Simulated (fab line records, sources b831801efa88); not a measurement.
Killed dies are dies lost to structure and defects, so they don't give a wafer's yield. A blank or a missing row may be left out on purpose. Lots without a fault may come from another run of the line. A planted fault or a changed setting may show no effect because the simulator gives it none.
Problem report in the 8D (eight disciplines) form, filled by code | flow gf180mcu | the parts of the form that need people (team, actions taken, sign-off) are left out

1. THE PROBLEM
CONTACT_W_RS at GF_CONTACT_RS_MEAS_25 reads a mean of 0.685 ohm/sq on 2 wafers of 2 lots; wafers without a fault read 0.384 ohm/sq with a standard deviation of 0.0039. That is +77 standard deviations from the usual mean.
The step: measures by four-point-probe.
First seen on wafer L904.6, day 18 14:12, on film_metro-04. The record holds 36 wafers of 12 lots with a number at this step. Rule for "out", or "out of limits": more than 4 standard deviations from the usual mean. The other wafers with a number count as sound.

2. WHAT IT IS AND WHAT IT IS NOT
question                    | is                           | is not
which readings at this step | CONTACT_W_RS                 | -
which lots                  | L904, L906                   | L898, L899, L905, L909, L914, L915, L916, L917, L918, L919
which wafers of those lots  | L904.6, L906.5               | L904.2, L904.5, L906.2, L906.6
read on which gauges        | film_metro-03, film_metro-04 | film_metro-01
when                        | from day 18 14:12            | up to then (8 sound wafers); but 26 sound wafers of L905, L906, L909, L914, L915, L916, L917, L918, L919 came after

3. SUSPECTS, AND WHAT RULES EACH OUT
Counting: a tool at a process step up to the reading stays a suspect if it ran every lot that is out. Sound lots after the first of them don't rule it out here, since some wafers of a struck lot are sound.
- the gauge at GF_CONTACT_RS_MEAS_25: ruled out. The wafers that are out were read on 2 gauges (film_metro-03, film_metro-04).
- cvd_w-01 at GF_CONTACT_CVD_24 (deposits W, target thk 300 nm, time 90.339 s): kept. It ran every lot that is out, first L904 (day 18 14:05); its last sound lot up to then is L898 (day 16 17:59). Its own readings are out on those wafers: susceptor_temp_C.
- Within cvd_w-01 at GF_CONTACT_CVD_24: the wafers that are out ran in chamber 0; their sound lot-mates ran in chamber 1.
Left after counting: cvd_w-01 at GF_CONTACT_CVD_24.

4. THE CAUSE (what the simulator had put in)
Process parameter drift: cvd_w-01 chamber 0, from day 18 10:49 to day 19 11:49, at GF_CONTACT_CVD_24. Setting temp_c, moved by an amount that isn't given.
Counting left only this tool.

5. THE CHAIN OF EFFECTS, in route order
Each row: a reading whose mean over the struck wafers that have a number lies more than 3 standard deviations from the usual. Only readings for which the record gives a usual standard deviation are gone through. hours: the time from each lot's start at the first step in this table that gives one to its start at this step, as a median over the lots. sigmas: the change in usual standard deviations.
hours | step                   | reading            | usual        | on struck wafers | change | sigmas
0     | GF_CONTACT_CVD_24      | susceptor_temp_C   | 399.97 C     | 369.67           | -30.30 | -99 or more
0     | GF_CONTACT_RS_MEAS_25  | CONTACT_W_RS       | 0.384 ohm/sq | 0.685            | +0.301 | +77
0     | GF_CONTACT_THK_MEAS_26 | CONTACT_W_THK      | 302 nm       | 171              | -131   | -34
0     | GF_CONTACT_CMP_27      | time_to_endpoint_s | 74 s         | 40               | -34    | -8.2
The process steps in it:
- GF_CONTACT_CVD_24: deposits W, target thk 300 nm, time 90.339 s.
- GF_CONTACT_CMP_27: polishes, stops on SiO2, t overpolish 15 s, target thk 0 nm.

6. WHAT WOULD HAVE CAUGHT IT SOONER
In this record the first reading out of limits at a measuring or inspecting step was taken at day 18 14:12, 3 hours after the fault began at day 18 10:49.
The tool's own readings at GF_CONTACT_CVD_24 were out on every struck wafer that the step has a row for (susceptor_temp_C): an alarm limit on them would have fired on the first of those.
Of the lots that are out (2), L906 began GF_CONTACT_CVD_24 on cvd_w-01 after day 18 14:12. A hold on the tool at that time would have spared it.
